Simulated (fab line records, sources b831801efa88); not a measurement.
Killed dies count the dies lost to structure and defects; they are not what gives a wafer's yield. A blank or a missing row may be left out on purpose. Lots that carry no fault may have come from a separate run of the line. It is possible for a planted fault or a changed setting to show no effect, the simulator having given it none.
fab line records    flow gf180mcu    part 1 of 2: steps 1 to 31 of 45
record lots=5  wafers=15  lastDay=32
route steps=602 shown POLY_GATE@165 HV_LDD@176
lots that met no fault: taken from a fault-free run of the same line
startH: start of the lot's first displayed wafer, in hours after the record's first day    waitH: hours since the lot's step before    " repeats the value in the row above    L1.1+2: several wafers, shown together as one row    - no value, or no start was given    * or withheld: withheld    < > ~ a bound
route shown NAME@n: names a module that has steps shown in the file, with the first one's number in the route    usual: average and standard deviation across the fault-free wafers    same: alike in all rows    chamber/n: place in a boat    sites: readings site by site    _std_site: how widely they spread, as a standard deviation    _edge_site: the outer-site mean with the inner-site mean subtracted    radiusMm: for every site, how far away it sits from the centre of the wafer    mask NAME#n: copy n    behind: the tool/chamber that last shaped the wafer    hold: why the lot went on hold/how many hours it stayed there/how the hold came to an end    device: names the non-switching transistor (n, p or np)    end of line: the tests these same wafers got at the end of their route    where a step has no rows: the recipe by itself    killed: the dies lost at the first sort to structure and to defects; this is not the yield of the wafer    map: the dies of a wafer, with x for killed, . for not killed, _ for no die there
set.NAME: the setting as run; set.NAME@STEP: as run at that earlier step    model.NAME: the simulator's own value behind a step, which no gauge read
a table for each step, a row for each wafer; lots at some steps of the route
services: when a tool's chamber went out of use (startH, in hours from the record's first day, below 0 if earlier), for how many hours, and the reason
## steps
# step GF_POLY_GATE_PEB_08
# recipe pebTempC=135  pebTimeS=90  resist=KrF
lot.wafer   tool           chamber  startH  waitH
L076.1+2+4  lithoTrack-02  0        -       -
L081.2+4+5  lithoTrack-01  0        -       -
L083.2+4+5  lithoTrack-03  0        -       -
L086.2+3+4  lithoTrack-01  0        -       -
L087.1+2+5  lithoTrack-01  0        -       -
# step GF_POLY_GATE_DEVELOP_09
# recipe developTimeS=60  resist=KrF  devTempC=21.38
lot.wafer   tool           chamber  startH  waitH
L076.1+2+4  lithoTrack-02  0        204.37  0.2
L081.2+4+5  lithoTrack-01  0        246.70  0.2
L083.2+4+5  lithoTrack-03  0        272.05  0.2
L086.2+3+4  lithoTrack-01  0        287.65  0.2
L087.1+2+5  lithoTrack-01  0        296.53  0.2
# step GF_POLY_GATE_CD_MEAS_10
# recipe targetCdNm=280
# usual cdNm=279.6/1.2
lot.wafer  tool      chamber  startH  waitH  cdNm
L076.1     cdSem-02  -        204.52  0.1    279.8
L076.2     "         -        "       "      279.7
L076.4     "         -        "       "      280.2
L081.2     cdSem-01  -        246.85  0.1    279.9
L081.4     "         -        "       "      280.0
L081.5     "         -        "       "      280.9
L083.2     cdSem-02  -        272.19  0.1    279.9
L083.4     "         -        "       "      280.0
L083.5     "         -        "       "      280.4
L086.2     cdSem-01  -        287.80  0.1    280.0
L086.3     "         -        "       "      279.6
L086.4     "         -        "       "      281.3
L087.1     cdSem-02  -        296.68  0.1    280.3
L087.2     "         -        "       "      280.1
L087.5     "         -        "       "      281.7
# step GF_POLY_GATE_OVL_MEAS_11
# usual POLY_GATE_OVL=-2/6.1
lot.wafer  tool        chamber  startH  waitH  POLY_GATE_OVL[nm]
L076.1     overlay-02  -        204.64  0.1    -4
L076.2     "           -        "       "      -2
L076.4     "           -        "       "      -7
L081.2     overlay-01  -        246.95  0.1    14
L081.4     "           -        "       "      10
L081.5     "           -        "       "      14
L083.2     overlay-02  -        272.30  0.1    -7
L083.4     "           -        "       "      -8
L083.5     "           -        "       "      -1
L086.2     overlay-01  -        287.90  0.1    -2
L086.3     "           -        "       "      -2
L086.4     "           -        "       "      -6
L087.1     overlay-02  -        296.80  0.1    7
L087.2     "           -        "       "      2
L087.5     "           -        "       "      4
# step GF_POLY_GATE_ETCH_12
# recipe chemistry=N2/H2  targetDepthA=withheld  overetchA=withheld  timeS=withheld  target=BARC  ionEnergyEv=200  sourceW=500  biasW=100  pressureMtorr=30  n2FlowSccm=100  h2FlowSccm=200
# usual drypumpMotorCurrentA=5.6/0.52  oesProductAu=0.736/0.0044  throttleValvePct=13.214/0.0091
lot.wafer  tool        chamber  startH  waitH  drypumpMotorCurrentA  oesProductAu  throttleValvePct
L076.1     rieDiel-03  0        204.67  0.0    6.2                   0.728         13.228
L076.2     "           2        "       "      5.7                   0.742         13.216
L076.4     "           1        "       "      6.2                   0.734         13.203
L081.2     rieDiel-02  3        246.98  0.0    5.2                   0.736         13.211
L081.4     "           2        "       "      5.7                   0.739         13.219
L081.5     "           1        "       "      4.9                   0.746         13.220
L083.2     rieDiel-03  2        272.33  0.0    5.7                   0.738         13.217
L083.4     "           0        "       "      6.1                   0.738         13.219
L083.5     "           1        "       "      6.2                   0.736         13.210
L086.2     rieDiel-01  1        287.93  0.0    5.0                   0.733         13.225
L086.3     "           3        "       "      5.9                   0.733         13.202
L086.4     "           2        "       "      5.3                   0.737         13.201
L087.1     rieDiel-01  3        296.83  0.0    5.9                   0.742         13.216
L087.2     "           0        "       "      5.6                   0.739         13.222
L087.5     "           2        "       "      5.3                   0.740         13.233
# step GF_POLY_GATE_ETCH_13
# recipe target=poly-Si  targetDepthNm=198.5  stopOn=SiO2  overEtchFrac=0.403  chemistry=HBr/Cl2  icpW=400  biasW=100  pressureMtorr=10  HBr_flow_sccm=150  Cl2_flow_sccm=50  timeS=69.6
# usual drypumpMotorCurrentA=5.4/0.41  mfcCl2Sccm=49.98/0.17  oesProductAu=0.989/0.0064  throttleValvePct=33.685/0.009
lot.wafer  tool      chamber  startH  waitH  drypumpMotorCurrentA  mfcCl2Sccm  oesProductAu  rfHoursCounterH  throttleValvePct
L076.1     rieSi-01  1        204.73  -      6.2                   50.01       0.992         72               33.672
L076.2     "         3        "       "      4.7                   50.37       0.986         93               33.690
L076.4     "         0        "       "      5.7                   49.79       0.993         33               33.693
L081.2     rieSi-02  1        247.03  -      5.4                   49.82       0.998         91               33.679
L081.4     "         2        "       "      5.2                   49.97       0.999         1                33.704
L081.5     "         3        "       "      5.1                   49.80       0.999         -                33.685
L083.2     rieSi-01  2        272.38  -      5.0                   49.69       0.986         2                33.685
L083.4     "         3        "       "      4.8                   49.94       0.994         94               33.696
L083.5     "         1        "       "      6.1                   49.70       0.997         -                33.694
L086.2     rieSi-01  1        287.98  -      6.1                   49.77       0.987         73               33.699
L086.3     "         2        "       "      5.0                   49.87       0.994         2                33.680
L086.4     "         0        "       "      5.7                   50.33       0.984         34               33.683
L087.1     rieSi-02  2        296.88  -      5.2                   50.01       1.006         2                33.684
L087.2     "         3        "       "      5.1                   49.67       0.997         2                33.701
L087.5     "         1        "       "      5.4                   49.95       0.990         -                33.670
# step GF_POLY_GATE_STRIP_14
# recipe chemistry=O2/N2  powerW=1400  pressureMtorr=1500  platenTempC=250  o2FlowSccm=3000  n2FlowSccm=300  overashFraction=0.5
# usual drypumpMotorCurrentA=5.9/0.42  heaterPowerW=357/20  oesProductAu=0.505/0.0046
lot.wafer  tool            chamber  startH  waitH  drypumpMotorCurrentA  heaterPowerW  oesProductAu  rfHoursCounterH
L076.1     plasmaAsher-01  0        204.78  0.0    6.5                   373           0.503         50
L076.2     "               1        "       "      5.6                   370           0.509         50
L076.4     "               1        "       "      5.6                   362           0.508         -
L081.2     plasmaAsher-01  1        247.09  0.0    5.6                   364           0.507         54
L081.4     "               0        "       "      6.4                   371           0.512         -
L081.5     "               1        "       "      5.6                   378           0.500         -
L083.2     plasmaAsher-02  1        272.44  0.0    6.1                   349           0.506         16
L083.4     "               0        "       "      5.2                   355           0.506         -
L083.5     "               0        "       "      5.2                   357           0.500         -
L086.2     plasmaAsher-03  0        288.04  0.0    6.2                   310           0.505         53
L086.3     "               1        "       "      6.2                   348           0.502         -
L086.4     "               0        "       "      6.2                   313           0.502         -
L087.1     plasmaAsher-02  1        296.94  0.0    6.0                   366           0.508         18
L087.2     "               0        "       "      5.2                   366           0.515         18
L087.5     "               1        "       "      6.0                   354           0.510         -
# step GF_POLY_GATE_CLEAN_15
# recipe chemistry=SC1/SC2  mix=1:4:20  tempC=70  timeS=150  dry=n2Spin
lot.wafer   tool         chamber  startH  waitH
L076.1+2+4  wetBench-04  2        204.88  0.1
L081.2+4+5  wetBench-03  2        247.19  0.1
L083.2+4+5  wetBench-03  1        272.54  0.1
L086.2+3+4  wetBench-04  0        288.14  0.1
L087.1+2+5  wetBench-03  1        297.05  0.1
# step GF_POLY_GATE_OXIDATION_16
# recipe tempC=850  ambient=O2  stabiliseS=600  purgeS=300  targetThkA=40  oxTimeS=899
lot.wafer   tool        chamber  startH  waitH
L076.1+2+4  furnace-01  0        205.67  0.7
L081.2+4+5  furnace-02  0        247.34  0.1
L083.2+4+5  furnace-02  0        272.58  0.0
L086.2+3+4  furnace-01  0        289.23  1.0
L087.1+2+5  furnace-02  0        297.10  0.0
# step GF_POLY_GATE_THK_MEAS_17
# recipe reads=SiO2_of_POLY_GATE_OXIDATION_16
# usual POLY_GATE_OXIDATION_THK=4.02/0.07
lot.wafer  tool          chamber  startH  waitH  POLY_GATE_OXIDATION_THK[nm]
L076.1     filmMetro-01  -        206.92  0.0    3.97
L076.2     "             -        "       "      4.01
L076.4     "             -        "       "      3.95
L081.2     filmMetro-03  -        248.60  0.0    4.02
L081.4     "             -        "       "      4.00
L081.5     "             -        "       "      4.06
L083.2     filmMetro-02  -        273.84  0.0    4.01
L083.4     "             -        "       "      3.94
L083.5     "             -        "       "      4.00
L086.2     filmMetro-03  -        290.49  0.0    4.12
L086.3     "             -        "       "      4.07
L086.4     "             -        "       "      4.00
L087.1     filmMetro-02  -        298.35  0.0    4.12
L087.2     "             -        "       "      4.07
L087.5     "             -        "       "      4.05
# step GF_POLY_GATE_CD_MEAS_18
# usual cdNm=280.0/1.6
lot.wafer  tool      chamber  startH  waitH  cdNm
L076.1     cdSem-02  -        206.98  0.1    280.0
L076.2     "         -        "       "      280.3
L076.4     "         -        "       "      281.7
L081.2     cdSem-02  -        248.68  0.1    278.9
L081.4     "         -        "       "      278.8
L081.5     "         -        "       "      280.5
L083.2     cdSem-02  -        273.92  0.1    280.9
L083.4     "         -        "       "      279.1
L083.5     "         -        "       "      281.0
L086.2     cdSem-01  -        290.57  0.1    278.5
L086.3     "         -        "       "      279.7
L086.4     "         -        "       "      282.0
L087.1     cdSem-01  -        298.41  0.1    280.9
L087.2     "         -        "       "      281.5
L087.5     "         -        "       "      282.9
# step GF_HV_LDD_DEHYDRATE_00
# recipe tempC=200  timeS=60
lot.wafer   tool           chamber  startH  waitH
L076.1+2+4  lithoTrack-02  0        215.62  8.6
L081.2+4+5  lithoTrack-04  0        257.63  8.9
L083.2+4+5  lithoTrack-02  0        283.69  9.7
L086.2+3+4  lithoTrack-01  0        299.90  9.3
L087.1+2+5  lithoTrack-04  0        307.65  9.2
# step GF_HV_LDD_HMDS_01
# recipe primeTimeS=60  primeTempC=120
lot.wafer   tool           chamber  startH  waitH
L076.1+2+4  lithoTrack-02  0        215.77  0.1
L081.2+4+5  lithoTrack-04  0        257.78  0.1
L083.2+4+5  lithoTrack-02  0        283.84  0.1
L086.2+3+4  lithoTrack-01  0        300.05  0.1
L087.1+2+5  lithoTrack-04  0        307.80  0.1
# step GF_HV_LDD_COAT_02
# recipe resist=NOVOLAK  spinRpm=3000  resistThkNm=1000
lot.wafer   tool           chamber  startH  waitH
L076.1+2+4  lithoTrack-02  0        215.92  0.1
L081.2+4+5  lithoTrack-04  0        257.93  0.1
L083.2+4+5  lithoTrack-02  0        283.99  0.1
L086.2+3+4  lithoTrack-01  0        300.20  0.1
L087.1+2+5  lithoTrack-04  0        307.95  0.1
# step GF_HV_LDD_SOFTBAKE_03
# recipe tempC=90  timeS=60  resist=NOVOLAK
lot.wafer   tool           chamber  startH  waitH
L076.1+2+4  lithoTrack-02  0        216.07  0.1
L081.2+4+5  lithoTrack-04  0        258.08  0.1
L083.2+4+5  lithoTrack-02  0        284.14  0.1
L086.2+3+4  lithoTrack-01  0        300.35  0.1
L087.1+2+5  lithoTrack-04  0        308.10  0.1
# step GF_HV_LDD_EXPOSE_04
# recipe maskId=Nplus_LV_AREA  targetCdNm=400  na=0.6  sourceShape=conventional  sigmaOuter=0.6  doseMj=140
# usual focusOffsetNm=0.1/0.51
lot.wafer  tool             chamber  startH  waitH  mask             focusOffsetNm
L076.1     ilineStepper-02  0        -       -      Nplus_LV_AREA#0  -0.4
L076.2     "                0        "       "      Nplus_LV_AREA#0  0.1
L076.4     "                0        "       "      Nplus_LV_AREA#0  0.3
L081.2     ilineStepper-02  0        -       -      Nplus_LV_AREA#0  1.2
L081.4     "                0        "       "      Nplus_LV_AREA#0  -0.1
L081.5     "                0        "       "      Nplus_LV_AREA#0  0.7
L083.2     ilineStepper-01  0        -       -      Nplus_LV_AREA#0  0.1
L083.4     "                0        "       "      Nplus_LV_AREA#0  -0.7
L083.5     "                0        "       "      Nplus_LV_AREA#0  -0.4
L086.2     ilineStepper-02  0        -       -      Nplus_LV_AREA#0  0.1
L086.3     "                0        "       "      Nplus_LV_AREA#0  0.4
L086.4     "                0        "       "      Nplus_LV_AREA#0  0.0
L087.1     ilineStepper-02  0        -       -      Nplus_LV_AREA#0  -0.4
L087.2     "                0        "       "      Nplus_LV_AREA#0  -0.3
L087.5     "                0        "       "      Nplus_LV_AREA#0  0.2
# step GF_HV_LDD_PEB_05
# recipe tempC=withheld  timeS=*  resist=NOVOLAK
lot.wafer   tool           chamber  startH  waitH
L076.1+2+4  lithoTrack-01  0        -       -
L081.2+4+5  lithoTrack-01  0        -       -
L083.2+4+5  lithoTrack-04  0        -       -
L086.2+3+4  lithoTrack-04  0        -       -
L087.1+2+5  lithoTrack-01  0        -       -
# step GF_HV_LDD_DEVELOP_06
# recipe developTimeS=60  devTempC=23
lot.wafer   tool           chamber  startH  waitH
L076.1+2+4  lithoTrack-01  0        224.73  0.1
L081.2+4+5  lithoTrack-01  0        267.15  0.1
L083.2+4+5  lithoTrack-04  0        293.78  0.1
L086.2+3+4  lithoTrack-04  0        310.38  0.1
L087.1+2+5  lithoTrack-01  0        318.13  0.1
# step GF_HV_LDD_CD_MEAS_07
# recipe targetCdNm=400
# usual cdNm=399.7/2.5
lot.wafer  tool      chamber  startH  waitH  cdNm
L076.1     cdSem-01  -        224.88  0.1    397.9
L076.2     "         -        "       "      398.1
L076.4     "         -        "       "      398.7
L081.2     cdSem-02  -        267.36  0.2    397.4
L081.4     "         -        "       "      399.5
L081.5     "         -        "       "      396.5
L083.2     cdSem-02  -        293.92  0.1    399.4
L083.4     "         -        "       "      399.2
L083.5     "         -        "       "      399.6
L086.2     cdSem-02  -        310.52  0.1    399.6
L086.3     "         -        "       "      398.2
L086.4     "         -        "       "      399.5
L087.1     cdSem-01  -        318.28  0.1    402.0
L087.2     "         -        "       "      403.3
L087.5     "         -        "       "      403.0
# step GF_HV_LDD_OVL_MEAS_08
# usual HV_LDD_OVL=-1.0/1.6
lot.wafer  tool        chamber  startH  waitH  HV_LDD_OVL[nm]
L076.1     overlay-02  -        225.00  0.1    -0.7
L076.2     "           -        "       "      -2.6
L076.4     "           -        "       "      0.6
L081.2     overlay-01  -        267.47  0.1    1.1
L081.4     "           -        "       "      1.3
L081.5     "           -        "       "      0.0
L083.2     overlay-01  -        294.03  0.1    -1.2
L083.4     "           -        "       "      0.2
L083.5     "           -        "       "      0.9
L086.2     overlay-01  -        310.63  0.1    -2.4
L086.3     "           -        "       "      -3.4
L086.4     "           -        "       "      -2.2
L087.1     overlay-02  -        318.40  0.1    -3.1
L087.2     "           -        "       "      -3.6
L087.5     "           -        "       "      -1.1
# step GF_HV_LDD_IMPLANT_09
# recipe species=As  energyKev=40  doseCm2=1e+14  tiltDeg=7
lot.wafer   tool          chamber  startH  waitH
L076.1+2+4  implanter-02  0        225.03  0.0
L081.2+4+5  implanter-02  0        267.52  0.0
L083.2+4+5  implanter-03  0        294.08  0.0
L086.2+3+4  implanter-02  0        310.68  0.0
L087.1+2+5  implanter-03  0        318.43  0.0
# step GF_HV_LDD_STRIP_10
# recipe chemistry=O2/N2  powerW=1400  pressureMtorr=1500  platenTempC=250  o2FlowSccm=3000  n2FlowSccm=300  overashFraction=0.5
# usual drypumpMotorCurrentA=5.9/0.48  heaterPowerW=340/32  oesProductAu=0.716/0.0042  stripTimeToEndpointS=12.63/0.033
lot.wafer  tool            chamber  startH  waitH  drypumpMotorCurrentA  heaterPowerW  oesProductAu  rfHoursCounterH  stripTimeToEndpointS
L076.1     plasmaAsher-03  0        225.18  0.1    6.2                   323           0.718         46               12.61
L076.2     "               1        "       "      6.2                   350           0.723         46               12.59
L076.4     "               1        "       "      6.2                   352           0.716         -                12.60
L081.2     plasmaAsher-03  0        267.65  0.1    6.2                   321           0.727         50               12.63
L081.4     "               0        "       "      6.2                   312           0.715         -                12.59
L081.5     "               0        "       "      6.2                   321           0.711         -                12.64
L083.2     plasmaAsher-03  0        294.21  0.1    6.2                   316           0.724         53               12.65
L083.4     "               0        "       "      6.2                   306           0.712         -                12.61
L083.5     "               0        "       "      6.2                   316           0.711         -                12.61
L086.2     plasmaAsher-03  0        310.81  0.1    6.2                   315           0.720         55               12.63
L086.3     "               0        "       "      6.2                   321           0.711         -                12.63
L086.4     "               1        "       "      6.2                   362           0.721         -                12.66
L087.1     plasmaAsher-04  0        318.58  0.1    5.7                   304           0.713         69               12.64
L087.2     "               1        "       "      4.8                   282           0.714         69               12.73
L087.5     "               0        "       "      5.7                   308           0.715         -                12.64
# step GF_HV_LDD_TW_MEAS_11
# usual HV_LDD_TW=2411/14
lot.wafer  tool          chamber  startH  waitH  HV_LDD_TW
L076.1     filmMetro-02  -        225.28  0.1    2419
L076.2     "             -        "       "      2417
L076.4     "             -        "       "      2425
L081.2     filmMetro-01  -        267.76  0.1    2400
L081.4     "             -        "       "      2399
L081.5     "             -        "       "      2378
L083.2     filmMetro-02  -        294.32  0.1    2423
L083.4     "             -        "       "      2421
L083.5     "             -        "       "      2412
L086.2     filmMetro-01  -        310.92  0.1    2413
L086.3     "             -        "       "      2400
L086.4     "             -        "       "      2408
L087.1     filmMetro-01  -        318.68  0.1    2408
L087.2     "             -        "       "      2416
L087.5     "             -        "       "      2404
# step GF_HV_LDD_DEHYDRATE_12
# recipe tempC=200  timeS=60
lot.wafer   tool           chamber  startH  waitH
L076.1+2+4  lithoTrack-02  0        234.12  8.8
L081.2+4+5  lithoTrack-02  0        276.84  9.1
L083.2+4+5  lithoTrack-04  0        303.63  9.3
L086.2+3+4  lithoTrack-04  0        320.88  9.9
L087.1+2+5  lithoTrack-04  0        328.55  9.9
# step GF_HV_LDD_HMDS_13
# recipe primeTimeS=60  primeTempC=120
lot.wafer   tool           chamber  startH  waitH
L076.1+2+4  lithoTrack-02  0        234.27  0.1
L081.2+4+5  lithoTrack-02  0        276.99  0.1
L083.2+4+5  lithoTrack-04  0        303.78  0.1
L086.2+3+4  lithoTrack-04  0        321.03  0.1
L087.1+2+5  lithoTrack-04  0        328.70  0.1
# step GF_HV_LDD_COAT_14
# recipe resist=NOVOLAK  spinRpm=3000  resistThkNm=1000
lot.wafer   tool           chamber  startH  waitH
L076.1+2+4  lithoTrack-02  0        234.42  0.1
L081.2+4+5  lithoTrack-02  0        277.14  0.1
L083.2+4+5  lithoTrack-04  0        303.93  0.1
L086.2+3+4  lithoTrack-04  0        321.18  0.1
L087.1+2+5  lithoTrack-04  0        328.85  0.1
# step GF_HV_LDD_SOFTBAKE_15
# recipe tempC=90  timeS=60  resist=NOVOLAK
lot.wafer   tool           chamber  startH  waitH
L076.1+2+4  lithoTrack-02  0        234.57  0.1
L081.2+4+5  lithoTrack-02  0        277.29  0.1
L083.2+4+5  lithoTrack-04  0        304.08  0.1
L086.2+3+4  lithoTrack-04  0        321.33  0.1
L087.1+2+5  lithoTrack-04  0        329.00  0.1
# step GF_HV_LDD_EXPOSE_16
# recipe maskId=Pplus_LV_AREA  targetCdNm=400  na=0.6  sourceShape=conventional  sigmaOuter=0.6  doseMj=140
# usual focusOffsetNm=0.0/0.5
lot.wafer  tool             chamber  startH  waitH  mask             focusOffsetNm
L076.1     ilineStepper-02  0        -       -      Pplus_LV_AREA#0  0.4
L076.2     "                0        "       "      Pplus_LV_AREA#0  -0.3
L076.4     "                0        "       "      Pplus_LV_AREA#0  0.1
L081.2     ilineStepper-02  0        -       -      Pplus_LV_AREA#0  -0.5
L081.4     "                0        "       "      Pplus_LV_AREA#0  -1.2
L081.5     "                0        "       "      Pplus_LV_AREA#0  0.4
L083.2     ilineStepper-02  0        -       -      Pplus_LV_AREA#0  -0.3
L083.4     "                0        "       "      Pplus_LV_AREA#0  -0.2
L083.5     "                0        "       "      Pplus_LV_AREA#0  -0.3
L086.2     ilineStepper-01  0        -       -      Pplus_LV_AREA#0  0.1
L086.3     "                0        "       "      Pplus_LV_AREA#0  -0.1
L086.4     "                0        "       "      Pplus_LV_AREA#0  1.4
L087.1     ilineStepper-01  0        -       -      Pplus_LV_AREA#0  -0.3
L087.2     "                0        "       "      Pplus_LV_AREA#0  -1.0
L087.5     "                0        "       "      Pplus_LV_AREA#0  -0.6
# step GF_HV_LDD_PEB_17
# recipe tempC=withheld  timeS=*  resist=NOVOLAK
lot.wafer   tool           chamber  startH  waitH
L076.1+2+4  lithoTrack-01  0        -       -
L081.2+4+5  lithoTrack-02  0        -       -
L083.2+4+5  lithoTrack-01  0        -       -
L086.2+3+4  lithoTrack-02  0        -       -
L087.1+2+5  lithoTrack-02  0        -       -
# step GF_HV_LDD_DEVELOP_18
# recipe developTimeS=60  devTempC=23
lot.wafer   tool           chamber  startH  waitH
L076.1+2+4  lithoTrack-01  0        243.08  0.1
L081.2+4+5  lithoTrack-02  0        286.74  0.1
L083.2+4+5  lithoTrack-01  0        314.00  0.1
L086.2+3+4  lithoTrack-02  0        331.79  0.1
L087.1+2+5  lithoTrack-02  0        339.42  0.1
# step GF_HV_LDD_CD_MEAS_19
# recipe targetCdNm=400
# usual cdNm=399.1/2.2
lot.wafer  tool      chamber  startH  waitH  cdNm
L076.1     cdSem-01  -        243.23  0.1    398.2
L076.2     "         -        "       "      400.5
L076.4     "         -        "       "      398.5
L081.2     cdSem-01  -        286.89  0.1    403.7
L081.4     "         -        "       "      400.8
L081.5     "         -        "       "      403.6
L083.2     cdSem-02  -        314.15  0.1    399.2
L083.4     "         -        "       "      400.4
L083.5     "         -        "       "      401.3
L086.2     cdSem-01  -        331.94  0.1    399.1
L086.3     "         -        "       "      398.1
L086.4     "         -        "       "      399.1
L087.1     cdSem-02  -        339.57  0.1    399.8
L087.2     "         -        "       "      398.4
L087.5     "         -        "       "      396.2
